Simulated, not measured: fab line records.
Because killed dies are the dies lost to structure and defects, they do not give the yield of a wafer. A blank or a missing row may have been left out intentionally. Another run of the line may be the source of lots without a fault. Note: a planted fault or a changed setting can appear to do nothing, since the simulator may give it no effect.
fab line records	flow gf180mcu
record: lots: 15	wafers: 45	last-day: 34
route steps=602 shown HV_LDD@212 SALICIDE@284 M1@320
lots with no fault: from the same line, run without faults
start-h: start of the lot's first displayed wafer, in hours after the record's first day	wait-h: time in hours since the lot's previous step	" the same as in the row above	L1.1+2: several wafers, shown together as one row	- no value present, or no start provided	* or withheld: withheld	< > ~ a bound
route shown NAME@n: a module of which the file shows steps, and the number in the route of the first	usual: mean and standard deviation over wafers with no fault	same: alike in all rows	chamber/n: place in a boat	sites: readings site by site	_std_site: how widely they spread, as a standard deviation	_edge_site: outer sites' mean less inner sites'	radius-mm: for every site, how far away it sits from the centre of the wafer	mask NAME#n: copy n	behind: tool/chamber where the wafer was last shaped	hold: why the lot went on hold/how many hours it stayed there/how the hold came to an end	device: transistor that didn't switch, given as n, p or np	end of line: the tests these same wafers got at the end of their route	a step given without rows: its recipe and nothing more	killed: not the wafer's yield, but the dies lost to structure and defects at the first sort	map: dies across one wafer; x = killed, . = not, _ = none there
set.NAME: setting as actually run; set.NAME@STEP: the setting as run at that earlier step	model.NAME: the simulator's own value behind a step, which no gauge read
the route's steps for a sample of lots (tables are steps, rows are wafers)
services: when a tool's chamber went out of use (start-h, in hours from the record's first day, below 0 if earlier), for how many hours, and the reason
== steps ==
step: GF_HV_LDD_IMPLANT_36
recipe: species: P	energy-kev: 60	dose-cm2: 7.5e+12	tilt-deg: 30	rotation-deg: 270
usual: beam-energy-keV: 59.999/0.019	beam-on-s: 10.01/0.21	faraday-current-uA: 42.3/0.88
lot.wafer	tool	chamber	start-h	wait-h	beam-energy-keV	beam-on-s	faraday-current-uA
L716.1	implanter-03	0	250.78	0.1	59.988	9.94	42.7
L716.4	"	0	"	"	60.008	10.41	40.6
L716.6	"	0	"	"	60.003	10.11	41.6
L717.2	implanter-03	0	263.36	0.1	59.987	10.10	42.0
L717.5	"	0	"	"	60.000	10.13	41.8
L717.6	"	0	"	"	59.996	10.29	41.1
L719.1	implanter-03	0	270.51	0.1	60.017	9.70	43.4
L719.2	"	0	"	"	60.012	9.86	43.1
L719.6	"	0	"	"	59.998	9.85	42.9
L720.2	implanter-01	0	288.16	0.1	60.001	9.92	42.5
L720.3	"	0	"	"	59.997	9.82	43.2
L720.6	"	0	"	"	59.968	9.99	42.3
L723.1	implanter-03	0	302.73	0.1	60.013	9.96	42.4
L723.5	"	0	"	"	60.028	10.78	39.1
L723.6	"	0	"	"	60.021	9.98	42.2
L725.1	implanter-03	-	325.28	0.1	-	-	-
L725.2	"	-	"	"	-	-	-
L725.3	"	-	"	"	-	-	-
L726.4	implanter-02	-	325.66	0.1	-	-	-
L726.5	"	-	"	"	-	-	-
L726.6	"	-	"	"	-	-	-
L727.1	implanter-01	-	330.63	0.1	-	-	-
L727.2	"	-	"	"	-	-	-
L727.4	"	-	"	"	-	-	-
L729.1	implanter-01	0	352.46	0.1	59.995	9.89	42.9
L729.4	"	0	"	"	59.978	10.25	41.2
L729.5	"	0	"	"	59.963	9.59	44.1
L731.1	implanter-01	0	364.86	0.1	60.002	10.17	41.8
L731.2	"	0	"	"	59.985	10.02	42.3
L731.3	"	0	"	"	59.997	10.19	41.6
L734.4	implanter-01	0	396.11	0.1	60.014	9.83	43.0
L734.5	"	0	"	"	60.002	10.14	41.9
L734.6	"	0	"	"	60.008	10.01	42.2
L735.2	implanter-01	0	400.75	0.1	59.975	9.86	42.7
L735.3	"	0	"	"	59.992	10.09	41.8
L735.4	"	0	"	"	59.978	9.85	42.9
L736.1	implanter-02	0	418.35	0.1	60.014	9.85	43.1
L736.2	"	0	"	"	60.015	10.25	41.2
L736.3	"	0	"	"	60.018	10.09	41.8
L737.1	implanter-02	0	434.28	0.1	60.028	10.20	41.4
L737.3	"	0	"	"	60.024	9.63	43.9
L737.5	"	0	"	"	60.010	9.86	42.9
L739.1	implanter-02	0	440.43	0.1	59.992	9.97	42.4
L739.3	"	0	"	"	59.978	10.19	41.5
L739.6	"	0	"	"	60.000	10.06	41.9
step: GF_HV_LDD_TW_MEAS_38
usual: HV_LDD_3_TW: 1435/12
lot.wafer	tool	chamber	start-h	wait-h	HV_LDD_3_TW
L716.1	film-metro-03	-	251.03	0.1	1443
L716.4	"	-	"	"	1445
L716.6	"	-	"	"	1446
L717.2	film-metro-01	-	263.61	0.1	1425
L717.5	"	-	"	"	1425
L717.6	"	-	"	"	1425
L719.1	film-metro-03	-	270.76	0.1	1459
L719.2	"	-	"	"	1460
L719.6	"	-	"	"	1462
L720.2	film-metro-03	-	288.39	0.1	1456
L720.3	"	-	"	"	1459
L720.6	"	-	"	"	1441
L723.1	film-metro-01	-	302.98	0.1	1432
L723.5	"	-	"	"	1428
L723.6	"	-	"	"	1420
L725.1	film-metro-01	-	325.53	0.1	1304
L725.2	"	-	"	"	1295
L725.3	"	-	"	"	1307
L726.4	film-metro-04	-	325.92	0.1	1301
L726.5	"	-	"	"	1306
L726.6	"	-	"	"	1311
L727.1	film-metro-04	-	330.88	0.1	1302
L727.2	"	-	"	"	1302
L727.4	"	-	"	"	1305
L729.1	film-metro-04	-	352.76	0.1	1428
L729.4	"	-	"	"	1425
L729.5	"	-	"	"	1427
L731.1	film-metro-03	-	365.11	0.1	1453
L731.2	"	-	"	"	1445
L731.3	"	-	"	"	1451
L734.4	film-metro-04	-	396.31	0.1	1417
L734.5	"	-	"	"	1421
L734.6	"	-	"	"	1427
L735.2	film-metro-01	-	400.99	0.1	1427
L735.3	"	-	"	"	1430
L735.4	"	-	"	"	1427
L736.1	film-metro-03	-	418.60	0.1	1455
L736.2	"	-	"	"	1459
L736.3	"	-	"	"	1456
L737.1	film-metro-04	-	434.53	0.1	1427
L737.3	"	-	"	"	1425
L737.5	"	-	"	"	1433
L739.1	film-metro-04	-	440.68	0.1	1433
L739.3	"	-	"	"	1434
L739.6	"	-	"	"	1437
step: GF_HV_LDD_RS_MEAS_53
recipe: thk-meas-gauge: four-point-probe
usual: HV_LDD_RS: 419.6/0.98
lot.wafer	tool	chamber	start-h	wait-h	HV_LDD_RS[ohm/sq]
L716.1	film-metro-01	-	269.86	0.1	418.7
L716.4	"	-	"	"	420.7
L716.6	"	-	"	"	418.8
L717.2	film-metro-03	-	282.46	0.1	420.3
L717.5	"	-	"	"	419.7
L717.6	"	-	"	"	419.1
L719.1	film-metro-04	-	291.08	0.1	420.7
L719.2	"	-	"	"	418.9
L719.6	"	-	"	"	420.6
L720.2	film-metro-03	-	308.85	0.1	421.4
L720.3	"	-	"	"	420.2
L720.6	"	-	"	"	420.7
L723.1	film-metro-01	-	323.93	0.1	418.3
L723.5	"	-	"	"	419.2
L723.6	"	-	"	"	420.0
L725.1	film-metro-03	-	346.51	0.1	439.3
L725.2	"	-	"	"	440.4
L725.3	"	-	"	"	440.3
L726.4	film-metro-04	-	347.47	0.1	441.8
L726.5	"	-	"	"	441.7
L726.6	"	-	"	"	441.2
L727.1	film-metro-01	-	352.75	0.1	440.1
L727.2	"	-	"	"	441.7
L727.4	"	-	"	"	440.7
L729.1	film-metro-04	-	375.36	0.1	421.0
L729.4	"	-	"	"	420.4
L729.5	"	-	"	"	421.0
L731.1	film-metro-04	-	387.76	0.1	418.0
L731.2	"	-	"	"	418.6
L731.3	"	-	"	"	417.9
L734.4	film-metro-04	-	420.17	0.1	420.1
L734.5	"	-	"	"	419.9
L734.6	"	-	"	"	421.1
L735.2	film-metro-01	-	424.63	0.1	418.8
L735.3	"	-	"	"	418.7
L735.4	"	-	"	"	419.1
L736.1	film-metro-03	-	442.71	0.1	421.2
L736.2	"	-	"	"	421.5
L736.3	"	-	"	"	420.8
L737.1	film-metro-03	-	458.51	0.1	419.2
L737.3	"	-	"	"	420.5
L737.5	"	-	"	"	420.7
L739.1	film-metro-01	-	465.56	0.1	419.7
L739.3	"	-	"	"	420.4
L739.6	"	-	"	"	419.3
step: GF_HV_LDD_THK_MEAS_55
recipe: reads: SiO2_of_HV_LDD_CVD_54
usual: HV_LDD_CVD_54_THK: 10.07/0.13
lot.wafer	tool	chamber	start-h	wait-h	HV_LDD_CVD_54_THK[nm]
L716.1	film-metro-03	-	274.36	0.0	10.23
L716.4	"	-	"	"	10.16
L716.6	"	-	"	"	10.16
L717.2	film-metro-01	-	283.59	0.0	9.90
L717.5	"	-	"	"	10.03
L717.6	"	-	"	"	10.15
L719.1	film-metro-03	-	292.22	0.0	10.10
L719.2	"	-	"	"	10.16
L719.6	"	-	"	"	10.13
L720.2	film-metro-03	-	309.98	0.0	10.07
L720.3	"	-	"	"	10.29
L720.6	"	-	"	"	10.02
L723.1	film-metro-03	-	325.07	0.0	10.04
L723.5	"	-	"	"	10.10
L723.6	"	-	"	"	10.28
L725.1	film-metro-01	-	347.65	0.0	9.67
L725.2	"	-	"	"	9.85
L725.3	"	-	"	"	9.79
L726.4	film-metro-04	-	348.70	0.0	10.09
L726.5	"	-	"	"	10.13
L726.6	"	-	"	"	10.04
L727.1	film-metro-01	-	353.90	0.0	10.18
L727.2	"	-	"	"	10.45
L727.4	"	-	"	"	10.23
L729.1	film-metro-01	-	376.50	0.0	10.18
L729.4	"	-	"	"	10.12
L729.5	"	-	"	"	10.08
L731.1	film-metro-04	-	388.90	0.0	9.98
L731.2	"	-	"	"	9.97
L731.3	"	-	"	"	9.89
L734.4	film-metro-01	-	421.28	0.0	10.24
L734.5	"	-	"	"	10.30
L734.6	"	-	"	"	10.16
L735.2	film-metro-04	-	425.76	0.0	10.09
L735.3	"	-	"	"	9.99
L735.4	"	-	"	"	9.94
L736.1	film-metro-03	-	444.46	0.0	10.09
L736.2	"	-	"	"	10.09
L736.3	"	-	"	"	10.11
L737.1	film-metro-01	-	459.65	0.0	10.00
L737.3	"	-	"	"	9.98
L737.5	"	-	"	"	9.93
L739.1	film-metro-04	-	466.70	0.0	9.80
L739.3	"	-	"	"	9.97
L739.6	"	-	"	"	10.06
step: GF_SALICIDE_RTA_06
recipe: temp-c: 530	time-s: 30	ambient: N2
usual: anneal-temp-c-max: 532.7/0.51	lamp-power-pct: 6.05/0.22	wafer_temp_C_max: 533.3/0.79
lot.wafer	tool	chamber	start-h	wait-h	anneal-temp-c-max	lamp-power-pct	wafer_temp_C_max
L716.1	rtp-anneal-02	0	342.91	0.1	532.4	5.83	532.9
L716.4	"	0	"	"	532.6	5.83	533.7
L716.6	"	0	"	"	532.5	5.83	533.5
L717.2	rtp-anneal-02	0	349.32	0.1	533.1	5.83	532.8
L717.5	"	0	"	"	532.0	5.83	533.1
L717.6	"	0	"	"	532.6	5.83	532.5
L719.1	rtp-anneal-02	0	360.44	0.1	532.2	5.83	533.4
L719.2	"	0	"	"	533.7	5.84	535.2
L719.6	"	0	"	"	532.4	5.83	534.9
L720.2	rtp-anneal-02	0	376.66	0.1	532.8	5.83	534.0
L720.3	"	0	"	"	533.3	5.82	533.4
L720.6	"	0	"	"	532.1	5.83	533.5
L723.1	rtp-anneal-01	0	393.86	0.1	532.2	6.26	533.1
L723.5	"	0	"	"	532.1	6.26	533.5
L723.6	"	0	"	"	531.6	6.26	533.7
L729.1	rtp-anneal-01	0	450.08	0.1	533.6	6.26	532.7
L729.4	"	0	"	"	532.0	6.26	533.3
L729.5	"	0	"	"	532.6	6.26	532.3
L731.1	rtp-anneal-02	0	463.45	0.1	532.5	5.83	533.5
L731.2	"	0	"	"	533.3	5.83	533.3
L731.3	"	0	"	"	532.7	5.83	533.1
L734.4	rtp-anneal-01	0	495.70	0.1	532.0	6.27	532.4
L734.5	"	0	"	"	532.6	6.27	532.3
L734.6	"	0	"	"	533.5	6.26	532.8
L735.2	rtp-anneal-02	0	500.31	0.1	532.2	5.83	533.6
L735.3	"	0	"	"	532.9	5.83	533.5
L735.4	"	0	"	"	532.1	5.83	533.8
L736.1	rtp-anneal-01	0	518.17	0.1	533.3	6.25	532.6
L736.2	"	0	"	"	533.6	6.27	532.4
L736.3	"	0	"	"	532.6	6.27	533.0
L737.1	rtp-anneal-02	0	532.05	0.1	533.3	5.84	533.6
L737.3	"	0	"	"	533.4	5.83	535.8
L737.5	"	0	"	"	532.6	5.83	534.2
L739.1	rtp-anneal-01	0	539.11	0.1	532.4	6.26	533.1
L739.3	"	0	"	"	533.1	6.26	533.6
L739.6	"	0	"	"	533.2	6.27	532.8
step: GF_M1_RS_MEAS_05
recipe: thk-meas-gauge: four-point-probe	reads: TiN_of_M1_SPUTTER_04+Ti_of_M1_SPUTTER_03+AlCu_of_M1_SPUTTER_02+TiN_of_M1_SPUTTER_01+Ti_of_M1_SPUTTER_00
usual: M1_ALCU_RS: 0.0695/0.00078
lot.wafer	tool	chamber	start-h	wait-h	M1_ALCU_RS[ohm/sq]
L716.1	film-metro-02	-	367.36	0.0	0.0695
L716.4	"	-	"	"	0.0690
L716.6	"	-	"	"	0.0696
L717.2	film-metro-01	-	374.46	0.0	0.0680
L717.5	"	-	"	"	0.0683
L717.6	"	-	"	"	0.0687
L719.1	film-metro-02	-	385.23	0.0	0.0700
L719.2	"	-	"	"	0.0698
L719.6	"	-	"	"	0.0699
L720.2	film-metro-03	-	402.03	0.0	0.0690
L720.3	"	-	"	"	0.0693
L720.6	"	-	"	"	0.0696
L723.1	film-metro-01	-	419.39	0.0	0.0698
L723.5	"	-	"	"	0.0700
L723.6	"	-	"	"	0.0706
L729.1	film-metro-01	-	476.58	0.0	0.0688
L729.4	"	-	"	"	0.0700
L729.5	"	-	"	"	0.0696
L731.1	film-metro-03	-	489.85	0.0	0.0691
L731.2	"	-	"	"	0.0696
L731.3	"	-	"	"	0.0692
L734.4	film-metro-02	-	521.16	0.1	0.0717
L734.5	"	-	"	"	0.0716
L734.6	"	-	"	"	0.0715
L735.2	film-metro-03	-	525.69	0.0	0.0684
L735.3	"	-	"	"	0.0687
L735.4	"	-	"	"	0.0692
L736.1	film-metro-02	-	543.07	0.0	0.0696
L736.2	"	-	"	"	0.0695
L736.3	"	-	"	"	0.0690
L737.1	film-metro-02	-	556.86	0.0	0.0697
L737.3	"	-	"	"	0.0699
L737.5	"	-	"	"	0.0695
L739.1	film-metro-02	-	563.06	0.0	0.0693
L739.3	"	-	"	"	0.0702
L739.6	"	-	"	"	0.0701
== services ==
tool	chamber	start-h	hours	kind
implanter-01	-	256.74	3.6	pm
implanter-01	-	310.39	3.8	repair
implanter-01	-	320.88	2.2	repair
implanter-03	-	322.36	1.7	repair
implanter-02	-	344.97	0.6	repair
implanter-02	-	351.18	4.4	repair
implanter-03	-	368.81	1.0	repair
implanter-02	-	395.51	1.3	repair
implanter-02	-	405.95	3.7	repair
implanter-01	-	438.40	9.0	repair
implanter-03	-	461.29	3.0	repair
== key ==
first-sign: step: GF_HV_LDD_IMPLANT_36	reading: tool-record	direction: missing
effect: step: GF_HV_LDD_TW_MEAS_38	reading: HV_LDD_3_TW	direction: down	sigmas: 11	usual: 1435	struck: 1304
effect: step: GF_HV_LDD_RS_MEAS_53	reading: HV_LDD_RS	direction: up	sigmas: 22	usual: 419.6	struck: 440.8
met-at GF_HV_LDD_IMPLANT_36
struck-lots L725,L726,L727
later-rows-left-out L725.1,L725.2,L725.3,L726.4,L726.5,L726.6,L727.1,L727.2,L727.4
sort-left-out L725.1,L725.2,L725.3,L726.4,L726.5,L726.6,L727.1,L727.2,L727.4
tester-left-out L725,L726,L727
not-acting-at GF_HV_LDD_THK_MEAS_55,GF_SALICIDE_RTA_06,GF_M1_RS_MEAS_05
onset-between 302.73 325.28
fault: kind: skipped-step-whole	tool: implanter-01,implanter-02,implanter-03	chamber: -	onset-h: 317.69	steps: GF_HV_LDD_IMPLANT_36	scope: struck-lots-only
tester-left-out: of these lots the tester's yield and bins aren't shown, on N5 and GAA mostly nor the transistor test; their killed dies are dies lost to structure and defects alone, not to doping, threshold or leakage, so they don't give the yield
sort-left-out: the simulated sort isn't trusted on such a fault, so these wafers' sort isn't shown, and their yield isn't known
later-rows-left-out: the simulator's readings of these wafers behind a module that went badly wrong aren't trusted and aren't shown, but for the sort
